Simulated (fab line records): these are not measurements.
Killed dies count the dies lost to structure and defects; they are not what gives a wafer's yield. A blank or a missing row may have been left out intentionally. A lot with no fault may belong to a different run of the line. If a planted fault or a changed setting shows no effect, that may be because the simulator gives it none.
The tool behind it: which one? | flow sky130 | 11 lots with 32 wafers sampled at 4 steps, on a route of 708 steps

## WHAT THE GAUGES SHOWED, per wafer
SKY_VIA2_THK_MEAS_01.
lot  | measured     | on            | VIA2_HDPCVD_THK (nm)
L781 | day 36 01:37 | film-metro-01 | 1179 1188 1181
L783 | day 36 16:34 | film-metro-02 | 1181 1191 1216
L784 | day 37 00:53 | film-metro-02 | 1202 1193 1196
L785 | day 37 07:04 | film-metro-03 | 1204 1193 1198
L789 | day 38 17:14 | film-metro-03 | 1190 1202 1179
L791 | day 39 01:26 | film-metro-01 | 1188 1197 1166
L795 | day 41 19:11 | film-metro-01 | 1194 1193 1347
L797 | day 41 20:18 | film-metro-03 | 1337 1205 1197
L799 | day 41 20:52 | film-metro-01 | 1183 1179
L801 | day 41 22:44 | film-metro-01 | 1215 1203 1204
L800 | day 42 01:53 | film-metro-03 | 1161 1165 1179

## WHAT TOOL EACH LOT RAN ON (gives the tool, then ch and the chambers of the sampled wafers, and finally the start)
lot  | SKY_CONTACT_STRIP_19                 | SKY_METAL1_SPUTTER_02        | SKY_VIA2_HDPCVD_00
L781 | plasma-asher-03 ch 0,1, day 32 10:49 | pvd-sputter-01, day 32 12:10 | hdpcvd-02 ch 0,2, day 36 01:29
L783 | plasma-asher-03 ch 0,1, day 33 04:13 | pvd-sputter-01, day 33 05:31 | hdpcvd-02 ch 0,1,2, day 36 16:27
L784 | plasma-asher-03 ch 0,1, day 33 12:10 | pvd-sputter-01, day 33 13:28 | hdpcvd-02 ch 1,2, day 37 00:46
L785 | plasma-asher-03 ch 0,1, day 33 18:36 | pvd-sputter-02, day 33 19:51 | hdpcvd-02 ch 0,1,2, day 37 06:55
L789 | plasma-asher-03 ch 0,1, day 35 03:57 | pvd-sputter-02, day 35 05:14 | hdpcvd-02 ch 0,1,2, day 38 17:07
L791 | plasma-asher-01 ch 0,1, day 35 11:39 | pvd-sputter-03, day 35 13:22 | hdpcvd-01 ch 0,1,2, day 39 01:19
L795 | plasma-asher-01 ch 0,1, day 38 12:42 | pvd-sputter-01, day 38 14:20 | hdpcvd-02 ch 0,1,2, day 41 19:04
L797 | plasma-asher-03 ch 0, day 38 13:41   | pvd-sputter-03, day 38 15:26 | hdpcvd-02 ch 0,1,2, day 41 20:11
L799 | plasma-asher-04 ch 0,1, day 38 14:21 | pvd-sputter-01, day 38 15:44 | hdpcvd-02 ch 2, day 41 20:43
L801 | plasma-asher-01 ch 1, day 38 16:16   | pvd-sputter-01, day 38 17:58 | hdpcvd-01 ch 0,1, day 41 22:37
L800 | plasma-asher-01 ch 0,1, day 38 19:42 | pvd-sputter-01, day 38 21:03 | hdpcvd-01 ch 0,1,2, day 42 01:46
- SKY_CONTACT_STRIP_19: strips in O2/N2.
- SKY_METAL1_SPUTTER_02: material AlCu, target thk 250 nm, time 12.76 s.
- SKY_VIA2_HDPCVD_00: deposits SiO2, target thk 1180 nm, time 196.7 s.

## THE ANSWER, worked out from the rows above alone
Rule: usual is defined by the lots themselves. Put in order of their means at a reading, lots are off if they are a third of the lots or fewer, leave a main group of 4 or more, and stand apart from it by a gap of 3 or more times the standard deviation of the main group's means; of several such gaps the widest counts. The tables above print the reading to a certain number of digits; a main group whose means all agree to those digits is not used. Also off: a lot with no number at a reading for which 4 or more lots have one. The other lots that the step has rows for count as sound.
Off: at SKY_VIA2_THK_MEAS_01 (VIA2_HDPCVD_THK), L795, L797. Main group: mean 1189 nm, sd 11.
A tool fits if, at a process step before that reading, it ran every lot that is off, and no sound lot after the first of them. Those tools and the gauges at SKY_VIA2_THK_MEAS_01 are tried in the same way. No candidate that was tried fits.

## WHAT THE SIMULATOR HAD INSERTED
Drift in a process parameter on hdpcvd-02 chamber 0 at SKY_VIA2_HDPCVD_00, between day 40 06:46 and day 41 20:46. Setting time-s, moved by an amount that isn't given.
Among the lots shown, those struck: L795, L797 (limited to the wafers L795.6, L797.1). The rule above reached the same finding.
